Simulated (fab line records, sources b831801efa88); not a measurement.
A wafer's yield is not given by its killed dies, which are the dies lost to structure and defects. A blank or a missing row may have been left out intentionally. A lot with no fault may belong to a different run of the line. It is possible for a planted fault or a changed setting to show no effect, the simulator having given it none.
Chamber matching	flow gf180mcu	4 sister chambers for GF_M5_ETCH_09 on rieDiel-01
The step etches Si3N4 in CF4/O2, target depth 52 nm, time 11.6 s. 8 wafers are shown with their chamber, then 7 later ones without.

== WAFERS PAIRED WITH THEIR CHAMBERS ==
wafer	chamber	drypumpMotorCurrentA (A)	oesProductAu (a.u.)
L718.2	3	5.98	0.990
L719.1	0	5.49	0.994
L719.4	3	5.96	1.005
L720.2	2	5.49	0.989
L720.3	1	5.58	0.988
L720.6	1	5.55	1.003
L724.1	0	5.45	0.987
L724.2	2	5.47	0.982

== WAFERS WHOSE CHAMBER IS MISSING ==
wafer	drypumpMotorCurrentA (A)	oesProductAu (a.u.)
L724.6	5.45	0.988
L730.2	5.57	1.011
L730.3	5.49	0.999
L730.6	5.47	0.990
L738.3	5.58	1.002
L738.4	5.97	1.009
L738.5	5.60	1.001

== CHAMBER TAKEN BY EACH ==
wafer	from the rows above	in truth
L724.6	can't be placed: 0 or 2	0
L730.2	1	1
L730.3	can't be placed: 0 or 2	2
L730.6	can't be placed: 0 or 2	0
L738.3	1	1
L738.4	3	3
L738.5	1	1
Placed correctly: 4 of 7. Unplaceable from these rows: 3, with the true chamber sitting among the candidates in 3. Placed wrongly: 0.
How it was worked out, from the rows above alone: a wafer's distance from a chamber is the root of the sum, over the readings, of the square of ((its reading less the chamber's mean) divided by the reading's scatter). If the next closest chamber is less than 2 further off than the closest, the wafer can't be placed; otherwise it belongs to the closest. For every chamber, the mean is computed from those of its wafers that are shown. The scatter is the square root of a quotient: the sum, over the shown wafers, of each reading's squared deviation from its chamber's mean, divided by wafers minus chambers.
